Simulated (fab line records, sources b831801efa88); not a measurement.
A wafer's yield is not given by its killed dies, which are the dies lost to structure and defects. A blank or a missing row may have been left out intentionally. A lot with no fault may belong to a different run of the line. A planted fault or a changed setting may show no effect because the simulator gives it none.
8D (eight disciplines) problem report, filled in by code / flow gf180mcu / the parts of the form that need people (team, actions taken, sign-off) are left out

1. PROBLEM STATEMENT
cd nm at GF_M3_CD_MEAS_14 reads a mean of 290.3 nm on 6 wafers of 2 lots; wafers without a fault read 280.1 nm with a standard deviation of 1.4. Relative to the usual mean, that is a shift of +7.3 standard deviations.
The step: target cd 280 nm.
First observed at day 26 22:10: wafer L228.3, on cd sem-01. Wafers with a number at this step in the record: 36, from 12 lots. Rule for "out", or "out of limits": more than 4 standard deviations from the usual mean. All remaining wafers that have a number are taken as sound.

2. WHAT THIS IS AND IS NOT
question=which readings at this step | is=cd nm | is not=-
question=which lots | is=L228, L229 | is not=L215, L216, L217, L218, L219, L220, L223, L226, L231, L233
question=which wafers of those lots | is=all that have a number | is not=-
question=read on which gauges | is=cd sem-01 | is not=cd sem-02
question=when | is=from day 26 22:10 | is not=up to then (24 sound wafers); but 6 sound wafers of L231, L233 came after

3. SUSPECTS, AND WHAT RULES EACH OUT
Counting: a tool at any process step up to the reading remains a suspect when it ran all the lots that are out and ran no sound lot after the first of those.
- ruled out: the gauge at GF_M3_CD_MEAS_14. All the wafers that are out were read on cd sem-01, but those of them that GF_M3_EXPOSE_11 has rows for are out there too, on other tools.
- plasma asher-02 at GF_M2_STRIP_17 (strips in O2/N2): ruled out as a lasting fault. Following L228 (day 25 01:13), the first lot on it that is out, the sound lots L231, L233 were run on it.
- krf scanner-02 at GF_M3_EXPOSE_11 (exposes mask Metal3, target cd 280 nm): kept. Every lot that is out went through it, starting with L228 (day 26 12:19), and after that it ran no sound lot; the last sound lot it ran before then is L219 (day 23 05:56). On those wafers its own readings are out: exposure dose mJ cm2.
Remaining after the count: krf scanner-02 at GF_M3_EXPOSE_11.

4. THE CAUSE (what the simulator had put in)
Process parameters drifting: krf scanner-02 at GF_M3_EXPOSE_11, beginning at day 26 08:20. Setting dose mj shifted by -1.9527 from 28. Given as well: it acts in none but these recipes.
Counting left only this tool.

5. THE EFFECT CHAIN, in route order
Each row: a reading whose mean over the struck wafers that have a number lies more than 3 standard deviations from the usual. Readings are gone through only where the record gives a usual standard deviation; hours: the median, over the lots, of the time from a lot's start at the first step in this table giving one to that lot's start at this step; sigmas: the change measured in usual standard deviations.
hours=0; step=GF_M3_EXPOSE_11; reading=exposure dose mJ cm2; usual=28.191; on struck wafers=26.212; change=-1.979; sigmas=-68
hours=10; step=GF_M3_CD_MEAS_14; reading=cd nm; usual=280.1 nm; on struck wafers=290.3; change=+10.2; sigmas=+7.3
Its process steps:
- GF_M3_EXPOSE_11: exposes mask Metal3, target cd 280 nm.
At these later measuring or inspecting steps, every struck wafer for which the step has a row has a number for every such reading, and none has moved that far: GF_M3_OVL_MEAS_15.

6. WHAT WOULD HAVE CAUGHT IT SOONER
14 hours passed between the start of the fault at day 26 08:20 and the first reading out of limits at a measuring or inspecting step in this record, taken at day 26 22:10.
Tool's own readings at GF_M3_EXPOSE_11, exposure dose mJ cm2: out on all struck wafers the step has rows for; an alarm limit on them would have tripped on the first.
By day 26 22:10, every lot that is out (2) had started GF_M3_EXPOSE_11 on krf scanner-02. Tool hold at that time: it would have spared none of them.
